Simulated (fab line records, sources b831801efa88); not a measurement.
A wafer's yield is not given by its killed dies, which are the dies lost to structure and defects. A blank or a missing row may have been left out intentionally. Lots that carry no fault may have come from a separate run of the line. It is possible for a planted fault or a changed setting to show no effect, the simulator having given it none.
fab line records + flow sfq_line
record:
- lots: 6
- wafers: 18
- last_day: 85
route steps=325 shown M7@285 I7@296
lots with no fault: from the same line, run without faults
start_h: the number of hours between the record's first day and the start of the first shown wafer of the lot + wait_h: time in hours since the lot's previous step + " same as the row above + L1.1+2: several wafers, shown together as one row + - either no value or no given start + * or withheld: withheld + < > ~ a bound
route shown NAME@n: NAME is a module with steps in the file, n the number in the route of the first one + usual: the fault-free wafers' mean and standard deviation + same: alike in all rows + chamber/n: place in a boat + sites: readings site by site + _std_site: standard deviation across them + _edge_site: mean of outer sites minus mean of inner sites + radius_mm: how far each site lies from the wafer's centre + mask NAME#n: copy n + behind: the tool/chamber that last shaped the wafer + hold: what put the lot on hold/how long, in hours/how the hold closed + device: the transistor (n, p or np) that didn't switch + end of line: the route-end tests of the same wafers + where a step has no rows: the recipe by itself + killed: the dies lost at the first sort to structure and to defects; this is not the yield of the wafer + map: the dies of a wafer, with x for killed, . for not killed, _ for no die there
set.NAME: the setting that was run; set.NAME@STEP: the one run at that earlier step + model.NAME: the simulator's own value behind a step, which no gauge read
lots at some steps of the route; a table a step, a row a wafer
services: a tool's chamber out of use, with start hour (start_h, from the record's first day; less than 0 if before it), hours out, and reason
== steps ==
step: SFQ_TRILAYER_M7_LITHO_COAT_182
recipe:
- resist: BARC
- spin_rpm: 3000
- resist_thk_nm: 62
step: SFQ_TRILAYER_M7_LITHO_COAT_177
recipe:
- resist: KrF
- spin_rpm: 3000
- resist_thk_nm: 600
step: SFQ_TRILAYER_M7_LITHO_SOFTBAKE_181
recipe:
- temp_c: withheld
- time_s: withheld
- resist: KrF
step: SFQ_TRILAYER_M7_LITHO_EXPOSE_178
recipe:
- mask_id: M7
- na: 0.6
- source_shape: conventional
- sigma_outer: 0.65
- target_cd_nm: 500
- dose_mj: 14.4
step: SFQ_TRILAYER_M7_LITHO_PEB_180
recipe:
- peb_temp_c: 115
- peb_time_s: 60
- resist: KrF
step: SFQ_TRILAYER_M7_LITHO_DEVELOP_179
recipe:
- time_s: 60
- resist: KrF
step: SFQ_M7_OVL_MEAS_945
usual:
- M7_OVL: 1/5.2
| lot.wafer | tool       | chamber | start_h | wait_h | M7_OVL[nm] |
|-----------|------------|---------|---------|--------|------------|
| L810.1    | overlay-02 | -       | 1746.72 | 0.1    | 0          |
| L810.3    | "          | -       | "       | "      | 1          |
| L810.6    | "          | -       | "       | "      | 2          |
| L812.1    | overlay-01 | -       | 1755.22 | 0.1    | -3         |
| L812.2    | "          | -       | "       | "      | 3          |
| L812.4    | "          | -       | "       | "      | 3          |
| L814.1    | overlay-02 | -       | 1824.97 | 0.1    | -7         |
| L814.5    | "          | -       | "       | "      | -7         |
| L814.6    | "          | -       | "       | "      | 0          |
| L815.1    | overlay-01 | -       | 1829.64 | 0.1    | -6         |
| L815.2    | "          | -       | "       | "      | -3         |
| L815.3    | "          | -       | "       | "      | -4         |
| L824.1    | overlay-02 | -       | 1932.52 | 0.1    | 6          |
| L824.3    | "          | -       | "       | "      | 0          |
| L824.6    | "          | -       | "       | "      | -3         |
| L828.1    | overlay-02 | -       | 1947.22 | 0.1    | 4          |
| L828.5    | "          | -       | "       | "      | 8          |
| L828.6    | "          | -       | "       | "      | 7          |
step: SFQ_TRILAYER_M7_BARC_OPEN_METAL_ETCH_229
recipe:
- mask_material: PR
- chemistry: O2
- target_depth_nm: 125
- target: BARC
- icp_w: 600
- bias_w: 77.27
- pressure_mtorr: 10
- time_s: 41.7
usual:
- bias_w: 77.29/0.22
- drypump_motor_current_A: 5.7/0.61
- oes_product_au: 0.685/0.005
| lot.wafer | tool         | chamber | start_h | wait_h | bias_w | drypump_motor_current_A | oes_product_au | rf_hours_counter_h |
|-----------|--------------|---------|---------|--------|--------|-------------------------|----------------|--------------------|
| L810.1    | rie_metal-03 | 0       | 1746.75 | 0.0    | 76.94  | 6.6                     | 0.680          | 29                 |
| L810.3    | "            | 1       | "       | "      | 77.13  | 6.1                     | 0.683          | -                  |
| L810.6    | "            | 0       | "       | "      | 77.13  | 6.6                     | 0.689          | -                  |
| L812.1    | rie_metal-01 | 0       | 1755.25 | 0.0    | 77.02  | 5.3                     | 0.680          | 132                |
| L812.2    | "            | 1       | "       | "      | 77.06  | 6.2                     | 0.679          | 87                 |
| L812.4    | "            | 0       | "       | "      | 77.23  | 5.3                     | 0.682          | -                  |
| L814.1    | rie_metal-03 | 0       | 1825.00 | 0.0    | 77.19  | 6.6                     | 0.681          | 39                 |
| L814.5    | "            | 1       | "       | "      | 77.52  | 6.1                     | 0.685          | -                  |
| L814.6    | "            | 0       | "       | "      | 77.00  | 6.6                     | 0.681          | -                  |
| L815.1    | rie_metal-04 | 0       | 1829.68 | 0.0    | 77.49  | 4.8                     | 0.685          | 116                |
| L815.2    | "            | 1       | "       | "      | 77.37  | 5.8                     | 0.676          | 104                |
| L815.3    | "            | 0       | "       | "      | 77.50  | 4.8                     | 0.681          | -                  |
| L824.1    | rie_metal-04 | 0       | 1932.55 | 0.0    | 77.41  | 4.8                     | 0.688          | 136                |
| L824.3    | "            | 1       | "       | "      | 77.49  | 5.8                     | 0.690          | -                  |
| L824.6    | "            | 1       | "       | "      | 77.26  | 5.7                     | 0.680          | -                  |
| L828.1    | rie_metal-01 | 0       | 1947.25 | 0.0    | 77.36  | 5.3                     | 0.680          | 19                 |
| L828.5    | "            | 0       | "       | "      | 77.46  | 5.3                     | 0.684          | -                  |
| L828.6    | "            | 1       | "       | "      | 77.43  | 6.2                     | 0.690          | -                  |
step: SFQ_TRILAYER_M7_ETCH_METAL_ETCH_180
recipe:
- target: Nb
- stop_on: SiO2
- mask_material: PR
- chemistry: Cl2/Ar
- target_depth_nm: 240
- icp_w: 600
- bias_w: 80
- pressure_mtorr: 10
- time_s: 120
usual:
- bias_w: 79.99/0.24
- drypump_motor_current_A: 5.7/0.61
- oes_product_au: 0.894/0.0058
| lot.wafer | tool         | chamber | start_h | wait_h | bias_w | drypump_motor_current_A | oes_product_au | rf_hours_counter_h |
|-----------|--------------|---------|---------|--------|--------|-------------------------|----------------|--------------------|
| L810.1    | rie_metal-03 | 0       | 1746.81 | 0.0    | 80.39  | 6.6                     | 0.889          | 29                 |
| L810.3    | "            | 1       | "       | "      | 80.37  | 6.1                     | 0.898          | -                  |
| L810.6    | "            | 0       | "       | "      | 80.04  | 6.7                     | 0.891          | -                  |
| L812.1    | rie_metal-01 | 0       | 1755.31 | 0.0    | 79.75  | 5.3                     | 0.891          | 132                |
| L812.2    | "            | 1       | "       | "      | 79.96  | 6.2                     | 0.892          | 87                 |
| L812.4    | "            | 0       | "       | "      | 79.98  | 5.3                     | 0.894          | -                  |
| L814.1    | rie_metal-03 | 0       | 1825.06 | 0.0    | 80.17  | 6.6                     | 0.883          | 39                 |
| L814.5    | "            | 1       | "       | "      | 80.18  | 6.1                     | 0.891          | -                  |
| L814.6    | "            | 0       | "       | "      | 80.01  | 6.7                     | 0.884          | -                  |
| L815.1    | rie_metal-04 | 0       | 1829.74 | 0.0    | 79.81  | 4.8                     | 0.901          | 116                |
| L815.2    | "            | 1       | "       | "      | 80.38  | 5.8                     | 0.888          | 104                |
| L815.3    | "            | 0       | "       | "      | 80.10  | 4.8                     | 0.903          | -                  |
| L824.1    | rie_metal-04 | 0       | 1932.61 | 0.0    | 79.65  | 4.8                     | 0.900          | 136                |
| L824.3    | "            | 1       | "       | "      | 80.00  | 5.7                     | 0.903          | -                  |
| L824.6    | "            | 1       | "       | "      | 80.03  | 5.8                     | 0.893          | -                  |
| L828.1    | rie_metal-01 | 0       | 1947.31 | 0.0    | 80.17  | 5.3                     | 0.896          | 19                 |
| L828.5    | "            | 0       | "       | "      | 79.87  | 5.3                     | 0.901          | -                  |
| L828.6    | "            | 1       | "       | "      | 80.00  | 6.2                     | 0.893          | -                  |
step: SFQ_TRILAYER_M7_STRIP_STRIP_181
recipe:
- gas: O2
- power_w: 200
- platen_temp_c: 40
- overash_fraction: 0.65
- chemistry: O2
- pressure_mtorr: 50
usual:
- drypump_motor_current_A: 5.7/0.61
- oes_product_au: 1.002/0.0079
same:
- overash_fraction: 0.65
| lot.wafer | tool         | chamber | start_h | wait_h | drypump_motor_current_A | oes_product_au | rf_hours_counter_h |
|-----------|--------------|---------|---------|--------|-------------------------|----------------|--------------------|
| L810.1    | rie_metal-03 | 0       | 1746.94 | 0.1    | 6.6                     | 1.000          | 30                 |
| L810.3    | "            | 1       | "       | "      | 6.1                     | 0.995          | -                  |
| L810.6    | "            | 0       | "       | "      | 6.6                     | 0.979          | -                  |
| L812.1    | rie_metal-01 | 0       | 1755.44 | 0.1    | 5.3                     | 0.997          | 132                |
| L812.2    | "            | 1       | "       | "      | 6.2                     | 1.007          | 87                 |
| L812.4    | "            | 0       | "       | "      | 5.3                     | 1.001          | -                  |
| L814.1    | rie_metal-03 | 0       | 1825.19 | 0.1    | 6.6                     | 0.999          | 39                 |
| L814.5    | "            | 1       | "       | "      | 6.1                     | 1.004          | -                  |
| L814.6    | "            | 0       | "       | "      | 6.6                     | 0.995          | -                  |
| L815.1    | rie_metal-04 | 0       | 1829.86 | 0.1    | 4.8                     | 0.992          | 116                |
| L815.2    | "            | 1       | "       | "      | 5.8                     | 0.985          | 104                |
| L815.3    | "            | 0       | "       | "      | 4.8                     | 0.994          | -                  |
| L824.1    | rie_metal-04 | 0       | 1932.74 | 0.1    | 4.8                     | 0.998          | 136                |
| L824.3    | "            | 1       | "       | "      | 5.8                     | 0.997          | -                  |
| L824.6    | "            | 1       | "       | "      | 5.8                     | 1.008          | -                  |
| L828.1    | rie_metal-01 | 0       | 1947.44 | 0.1    | 5.3                     | 1.004          | 20                 |
| L828.5    | "            | 0       | "       | "      | 5.3                     | 1.003          | -                  |
| L828.6    | "            | 1       | "       | "      | 6.2                     | 1.010          | -                  |
step: SFQ_TRILAYER_M7_STRIP_SOLV_CLEAN_182
recipe:
- chemistry: NMP
- temp_c: 70
- time_s: 600
step: SFQ_TRILAYER_I7_DEP_PECVD_183
recipe:
- material: SiO2
- temp_c: 150
- time_s: 111.11
- pressure_torr: 2.4
- rf_w: 183.3
- precursor: SiH4/N2O
- target_thk_nm: 500
usual:
- chamber_pressure_Torr: 2.400/0.0051
- heater_power_w: 80/13
- throttle_valve_pct: 25.1/2.5
| lot.wafer | tool     | chamber | start_h | wait_h | chamber_pressure_Torr | heater_power_w | throttle_valve_pct |
|-----------|----------|---------|---------|--------|-----------------------|----------------|--------------------|
| L810.1    | pecvd-01 | 1       | 1747.71 | 0.0    | 2.415                 | 79             | 23.8               |
| L810.3    | "        | 0       | "       | "      | 2.402                 | 71             | 19.1               |
| L810.6    | "        | 0       | "       | "      | 2.404                 | 75             | 19.4               |
| L812.1    | pecvd-01 | 1       | 1756.21 | 0.0    | 2.405                 | 69             | 23.5               |
| L812.2    | "        | 0       | "       | "      | 2.401                 | 82             | 19.1               |
| L812.4    | "        | 2       | "       | "      | 2.405                 | 94             | 23.0               |
| L814.1    | pecvd-02 | 2       | 1825.96 | 0.0    | 2.403                 | 97             | 27.0               |
| L814.5    | "        | 1       | "       | "      | 2.402                 | 85             | 24.2               |
| L814.6    | "        | 0       | "       | "      | 2.395                 | 75             | 25.7               |
| L815.1    | pecvd-04 | 2       | 1830.64 | 0.0    | 2.403                 | 72             | 26.2               |
| L815.2    | "        | 0       | "       | "      | 2.400                 | 57             | 28.7               |
| L815.3    | "        | 1       | "       | "      | 2.396                 | 85             | 26.0               |
| L824.1    | pecvd-02 | 2       | 1933.51 | 0.0    | 2.407                 | 96             | 27.5               |
| L824.3    | "        | 0       | "       | "      | 2.397                 | 78             | 26.2               |
| L824.6    | "        | 0       | "       | "      | 2.393                 | 78             | 26.2               |
| L828.1    | pecvd-01 | 0       | 1948.21 | 0.0    | 2.405                 | 76             | 19.7               |
| L828.5    | "        | 2       | "       | "      | 2.410                 | 106            | 23.4               |
| L828.6    | "        | 1       | "       | "      | 2.400                 | 81             | 24.6               |
step: SFQ_TRILAYER_I7_CMP_CMP_184
recipe:
- material: SiO2
- down_force_psi: 3
- platen_rpm: 60
- pad_velocity_m_s: 0.94248
usual:
- motor_current_A: 10.5/1.2
- time_to_endpoint_s: 214/6.2
| lot.wafer | tool   | chamber | start_h | wait_h | motor_current_A | time_to_endpoint_s | model.SiO2_of_TRILAYER_I7_DEP_PECVD_183.thk_nm |
|-----------|--------|---------|---------|--------|-----------------|--------------------|------------------------------------------------|
| L810.1    | cmp-01 | 2       | 1748.39 | 0.6    | 8.1             | 210                | 197.3                                          |
| L810.3    | "      | 3       | "       | "      | 11.1            | 221                | 198.4                                          |
| L810.6    | "      | 3       | 1750.89 | 3.1    | 10.1            | 216                | 198.7                                          |
| L812.2    | cmp-02 | 0       | 1758.26 | 2.0    | 10.0            | 203                | 199.5                                          |
| L812.4    | "      | 1       | "       | "      | 11.6            | 215                | 200                                            |
| L812.1    | "      | 2       | "       | "      | 10.8            | 203                | 198.8                                          |
| L814.1    | cmp-01 | 1       | 1826.98 | 1.0    | 9.9             | 209                | 200.1                                          |
| L814.6    | "      | 0       | 1828.48 | 2.4    | 10.8            | 192                | 220.7                                          |
| L814.5    | "      | 1       | "       | "      | 9.6             | 205                | 198.8                                          |
| L815.3    | cmp-01 | 2       | 1830.72 | 0.0    | 7.8             | 197                | 200.5                                          |
| L815.1    | "      | 3       | "       | "      | 10.6            | 196                | 199.5                                          |
| L815.2    | "      | 0       | "       | "      | 11.3            | 188                | 220.3                                          |
| L824.1    | cmp-01 | 2       | 1934.09 | 0.5    | 7.8             | 219                | 198.8                                          |
| L824.3    | "      | 3       | "       | "      | 10.6            | 205                | 198.9                                          |
| L824.6    | "      | 2       | 1936.09 | 2.5    | 7.7             | 215                | 198.4                                          |
| L828.1    | cmp-02 | 3       | 1948.79 | 0.5    | 12.6            | 203                | 199.3                                          |
| L828.5    | "      | 2       | 1950.29 | 2.0    | 10.9            | 215                | 200                                            |
| L828.6    | "      | 3       | "       | "      | 11.9            | 212                | 199.3                                          |
step: SFQ_I7_BOW_MEAS_946
recipe:
- mode: bow
usual:
- I7_BOW: 4/11
| lot.wafer | tool          | chamber | start_h | wait_h | I7_BOW[um] |
|-----------|---------------|---------|---------|--------|------------|
| L810.1    | film_metro-04 | -       | 1751.39 | 2.5    | 18         |
| L810.3    | "             | -       | "       | "      | 14         |
| L810.6    | "             | -       | "       | "      | 17         |
| L812.1    | film_metro-02 | -       | 1761.26 | 1.5    | 11         |
| L812.2    | "             | -       | "       | "      | -6         |
| L812.4    | "             | -       | "       | "      | 7          |
| L814.1    | film_metro-02 | -       | 1829.48 | 2.0    | 10         |
| L814.5    | "             | -       | "       | "      | 6          |
| L814.6    | "             | -       | "       | "      | 11         |
| L815.1    | film_metro-02 | -       | 1833.72 | 2.0    | 10         |
| L815.2    | "             | -       | "       | "      | 14         |
| L815.3    | "             | -       | "       | "      | 13         |
| L824.1    | film_metro-03 | -       | 1936.59 | 2.0    | 9          |
| L824.3    | "             | -       | "       | "      | 11         |
| L824.6    | "             | -       | "       | "      | 16         |
| L828.1    | film_metro-04 | -       | 1951.29 | 2.0    | 6          |
| L828.5    | "             | -       | "       | "      | 6          |
| L828.6    | "             | -       | "       | "      | 5          |
step: SFQ_TRILAYER_I7_METRO_MEASURE_185
usual:
- thk_nm: 200.0/0.94
| lot.wafer | tool          | chamber | start_h | wait_h | thk_nm |
|-----------|---------------|---------|---------|--------|--------|
| L810.1    | film_metro-04 | -       | 1751.51 | 0.1    | 197.5  |
| L810.3    | "             | -       | "       | "      | 198.3  |
| L810.6    | "             | -       | "       | "      | 198.6  |
| L812.1    | film_metro-02 | -       | 1761.38 | 0.1    | 198.7  |
| L812.2    | "             | -       | "       | "      | 199.4  |
| L812.4    | "             | -       | "       | "      | 200.0  |
| L814.1    | film_metro-02 | -       | 1829.60 | 0.1    | 200.2  |
| L814.5    | "             | -       | "       | "      | 199.0  |
| L814.6    | "             | -       | "       | "      | 220.7  |
| L815.1    | film_metro-02 | -       | 1833.84 | 0.1    | 199.5  |
| L815.2    | "             | -       | "       | "      | 220.4  |
| L815.3    | "             | -       | "       | "      | 200.5  |
| L824.1    | film_metro-03 | -       | 1936.71 | 0.1    | 198.7  |
| L824.3    | "             | -       | "       | "      | 198.9  |
| L824.6    | "             | -       | "       | "      | 198.4  |
| L828.1    | film_metro-04 | -       | 1951.41 | 0.1    | 199.5  |
| L828.5    | "             | -       | "       | "      | 200.1  |
| L828.6    | "             | -       | "       | "      | 199.4  |
step: SFQ_TRILAYER_I7_VIA_LITHO_COAT_192
recipe:
- resist: BARC
- spin_rpm: 2952
- resist_thk_nm: 62
step: SFQ_TRILAYER_I7_VIA_LITHO_COAT_187
recipe:
- resist: KrF
- spin_rpm: 3000
- resist_thk_nm: 650
step: SFQ_TRILAYER_I7_VIA_LITHO_SOFTBAKE_191
recipe:
- temp_c: withheld
- time_s: withheld
- resist: KrF
step: SFQ_TRILAYER_I7_VIA_LITHO_EXPOSE_188
recipe:
- mask_id: I7
- na: 0.6
- source_shape: conventional
- sigma_outer: 0.65
- target_cd_nm: 1000
- dose_mj: 21.3
step: SFQ_TRILAYER_I7_VIA_LITHO_PEB_190
recipe:
- peb_temp_c: 115
- peb_time_s: 60
- resist: KrF
step: SFQ_TRILAYER_I7_VIA_LITHO_DEVELOP_189
recipe:
- time_s: 60
- resist: KrF
step: SFQ_I7_OVL_MEAS_947
usual:
- I7_OVL: 1/5.4
| lot.wafer | tool       | chamber | start_h | wait_h | I7_OVL[nm] |
|-----------|------------|---------|---------|--------|------------|
| L810.1    | overlay-01 | -       | 1756.70 | 0.1    | -7         |
| L810.3    | "          | -       | "       | "      | -3         |
| L810.6    | "          | -       | "       | "      | 11         |
| L812.1    | overlay-01 | -       | 1764.83 | 0.1    | -6         |
| L812.2    | "          | -       | "       | "      | -3         |
| L812.4    | "          | -       | "       | "      | 0          |
| L814.1    | overlay-02 | -       | 1833.49 | 0.1    | 0          |
| L814.5    | "          | -       | "       | "      | -5         |
| L814.6    | "          | -       | "       | "      | 0          |
| L815.1    | overlay-02 | -       | 1838.29 | 0.1    | -2         |
| L815.2    | "          | -       | "       | "      | -9         |
| L815.3    | "          | -       | "       | "      | -2         |
| L824.1    | overlay-02 | -       | 2025.94 | 0.1    | 2          |
| L824.3    | "          | -       | "       | "      | -5         |
| L824.6    | "          | -       | "       | "      | 4          |
| L828.1    | overlay-01 | -       | 2040.59 | 0.1    | -4         |
| L828.5    | "          | -       | "       | "      | -8         |
| L828.6    | "          | -       | "       | "      | -8         |
step: SFQ_TRILAYER_I7_VIA_BARC_OPEN_VIA_ETCH_260
recipe:
- mask_material: PR
- chemistry: O2
- target_depth_nm: 125
- target: BARC
- source_w: 500
- bias_w: 80
- pressure_mtorr: 30
- time_s: 41.7
usual:
- bias_w: 80.00/0.24
- drypump_motor_current_A: 6.1/0.35
- oes_product_au: 0.687/0.0045
| lot.wafer | tool        | chamber | start_h | wait_h | bias_w | drypump_motor_current_A | oes_product_au | rf_hours_counter_h |
|-----------|-------------|---------|---------|--------|--------|-------------------------|----------------|--------------------|
| L810.1    | rie_diel-01 | 3       | 1756.74 | 0.0    | 79.79  | 5.8                     | 0.680          | 18                 |
| L810.3    | "           | 0       | "       | "      | 80.16  | 6.7                     | 0.688          | 14                 |
| L810.6    | "           | 0       | "       | "      | 79.87  | 6.7                     | 0.684          | -                  |
| L812.1    | rie_diel-03 | 2       | 1764.87 | 0.0    | 80.35  | 5.8                     | 0.694          | 13                 |
| L812.2    | "           | 1       | "       | "      | 79.99  | 6.2                     | 0.688          | 1                  |
| L812.4    | "           | 0       | "       | "      | 79.91  | 6.0                     | 0.687          | 0                  |
| L814.1    | rie_diel-03 | 0       | 1833.53 | 0.0    | 80.16  | 6.1                     | 0.687          | 1                  |
| L814.5    | "           | 1       | "       | "      | 80.01  | 6.2                     | 0.690          | -                  |
| L814.6    | "           | 2       | "       | "      | 80.29  | 5.8                     | 0.680          | -                  |
| L815.1    | rie_diel-01 | 0       | 1838.33 | 0.0    | 79.82  | 6.7                     | 0.688          | 15                 |
| L815.2    | "           | 2       | "       | "      | 79.90  | 5.5                     | 0.690          | 13                 |
| L815.3    | "           | 3       | "       | "      | 80.34  | 5.8                     | 0.687          | 0                  |
| L824.1    | rie_diel-03 | 1       | 2025.97 | 0.0    | 79.91  | 6.2                     | 0.688          | 5                  |
| L824.3    | "           | 0       | "       | "      | 79.82  | 6.1                     | 0.683          | 4                  |
| L824.6    | "           | 2       | "       | "      | 79.48  | 5.9                     | 0.698          | -                  |
| L828.1    | rie_diel-01 | 0       | 2040.62 | 0.0    | 79.82  | 6.7                     | 0.689          | 17                 |
| L828.5    | "           | 1       | "       | "      | 79.83  | 6.4                     | 0.681          | -                  |
| L828.6    | "           | 0       | "       | "      | 80.02  | 6.7                     | 0.681          | -                  |
step: SFQ_TRILAYER_I7_VIA_ETCH_VIA_ETCH_190
recipe:
- target: SiO2
- stop_on: Nb
- mask_material: PR
- taper_deg: 20
- chemistry: CHF3
- target_depth_nm: 260
- source_w: 500
- bias_w: 80
- pressure_mtorr: 30
- time_s: withheld
usual:
- bias_w: 79.97/0.23
- drypump_motor_current_A: 6.0/0.35
- oes_product_au: 0.854/0.0051
| lot.wafer | tool        | chamber | start_h | wait_h | bias_w | drypump_motor_current_A | oes_product_au | model.I7.feature_depth_nm | model.etch.depth_nm |
|-----------|-------------|---------|---------|--------|--------|-------------------------|----------------|---------------------------|---------------------|
| L810.1    | rie_diel-01 | 0       | 1756.78 | 0.0    | 80.05  | 6.7                     | 0.853          | 197.3                     | 197.3               |
| L810.3    | "           | 3       | "       | "      | 80.09  | 5.8                     | 0.855          | 198.4                     | 198.4               |
| L810.6    | "           | 2       | "       | "      | 79.75  | 5.5                     | 0.843          | 198.7                     | 198.7               |
| L812.1    | rie_diel-03 | 2       | 1764.91 | 0.0    | 80.27  | 5.7                     | 0.854          | 198.8                     | 198.8               |
| L812.2    | "           | 1       | "       | "      | 79.77  | 6.2                     | 0.845          | 199.5                     | 199.5               |
| L812.4    | "           | 0       | "       | "      | 80.10  | 6.1                     | 0.851          | 200                       | 200                 |
| L814.1    | rie_diel-03 | 0       | 1833.57 | 0.0    | 80.41  | 6.1                     | 0.856          | 200.1                     | 200.1               |
| L814.5    | "           | 1       | "       | "      | 80.11  | 6.2                     | 0.853          | 198.8                     | 198.8               |
| L814.6    | "           | 2       | "       | "      | 79.93  | 5.8                     | 0.900          | 220.7                     | 220.7               |
| L815.1    | rie_diel-01 | 0       | 1838.37 | 0.0    | 80.16  | 6.7                     | 0.849          | 199.5                     | 199.5               |
| L815.2    | "           | 2       | "       | "      | 80.36  | 5.5                     | 0.906          | 220.3                     | 220.3               |
| L815.3    | "           | 3       | "       | "      | 80.13  | 5.8                     | 0.859          | 200.5                     | 200.5               |
| L824.1    | rie_diel-03 | 1       | 2026.01 | 0.0    | 80.12  | 6.2                     | 0.854          | 198.8                     | 198.8               |
| L824.3    | "           | 0       | "       | "      | 79.80  | 6.1                     | 0.850          | 198.9                     | 198.9               |
| L824.6    | "           | 2       | "       | "      | 79.70  | 5.9                     | 0.845          | 198.4                     | 198.4               |
| L828.1    | rie_diel-01 | 0       | 2040.66 | 0.0    | 79.86  | 6.7                     | 0.854          | 199.3                     | 199.3               |
| L828.5    | "           | 1       | "       | "      | 79.88  | 6.3                     | 0.849          | 200                       | 200                 |
| L828.6    | "           | 0       | "       | "      | 80.19  | 6.7                     | 0.856          | 199.3                     | 199.3               |
step: SFQ_TRILAYER_I7_VIA_STRIP_STRIP_191
recipe:
- gas: O2
- power_w: 200
- platen_temp_c: 40
- overash_fraction: 0.65
- chemistry: O2
- pressure_mtorr: 50
== services ==
| tool         | chamber | start_h | hours | kind   |
|--------------|---------|---------|-------|--------|
| rie_diel-01  | 1       | 1751.90 | 12.7  | repair |
| cmp-01       | -       | 1760.69 | 3.2   | repair |
| cmp-01       | -       | 1770.06 | 4.0   | pm     |
| cmp-01       | -       | 1779.75 | 0.5   | repair |
| rie_metal-03 | -       | 1791.84 | 0.7   | repair |
| rie_diel-01  | -       | 1808.27 | 0.2   | repair |
| rie_diel-01  | -       | 1831.31 | 2.8   | pm     |
| rie_metal-03 | -       | 1851.29 | 4.3   | pm     |
| rie_diel-03  | 2       | 1865.63 | 3.1   | repair |
| rie_diel-03  | 0       | 1867.66 | 8.4   | repair |
| rie_diel-01  | -       | 1882.72 | 0.3   | repair |
| rie_diel-03  | -       | 1887.64 | 0.6   | repair |
| rie_diel-01  | 0       | 1897.74 | 16.8  | repair |
| cmp-01       | -       | 1904.34 | 10.0  | pm     |
| rie_metal-03 | -       | 1915.13 | 1.9   | repair |
| cmp-01       | -       | 1949.97 | 5.7   | pm     |
| cmp-01       | -       | 1954.66 | 0.7   | repair |
| rie_diel-01  | -       | 1956.08 | 0.6   | repair |
| cmp-01       | -       | 1982.02 | 0.9   | repair |
| rie_metal-01 | -       | 1984.82 | 0.5   | repair |
| cmp-01       | -       | 1990.34 | 1.8   | repair |
| rie_metal-03 | 0       | 1992.52 | 16.4  | repair |
| rie_metal-03 | 1       | 2005.58 | 13.6  | repair |
| rie_diel-03  | -       | 2013.54 | 1.3   | repair |
== key ==
first_sign:
- step: SFQ_TRILAYER_I7_CMP_CMP_184
- reading: time_to_endpoint_s
- direction: down
- sigmas: 3.8
- usual: *
- struck: *
effect:
- step: SFQ_TRILAYER_I7_METRO_MEASURE_185
- reading: thk_nm
- direction: up
- sigmas: 22
- usual: 200.0
- struck: 220.6
effect:
- step: SFQ_TRILAYER_I7_VIA_ETCH_VIA_ETCH_190
- reading: oes_product_au
- direction: up
- sigmas: 9.6
- usual: 0.854
- struck: 0.903
model_effect:
- step: SFQ_TRILAYER_I7_CMP_CMP_184
- value: SiO2_of_TRILAYER_I7_DEP_PECVD_183.thk_nm
- without: 200.5
- struck: 220.5
model_effect:
- step: SFQ_TRILAYER_I7_VIA_ETCH_VIA_ETCH_190
- value: I7.feature_depth_nm
- without: 200.5
- struck: 220.5
met_at SFQ_TRILAYER_I7_CMP_CMP_184
struck_wafers L814.6,L815.2
fault:
- kind: process_parameter_drift
- tool: cmp-01
- chamber: 0
- onset_h: 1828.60
- steps: SFQ_TRILAYER_I7_CMP_CMP_184
- channel: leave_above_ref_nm
- offset: 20
- shape: step
- end_h: 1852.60
- acts_in: these_recipes_only
- stated: 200
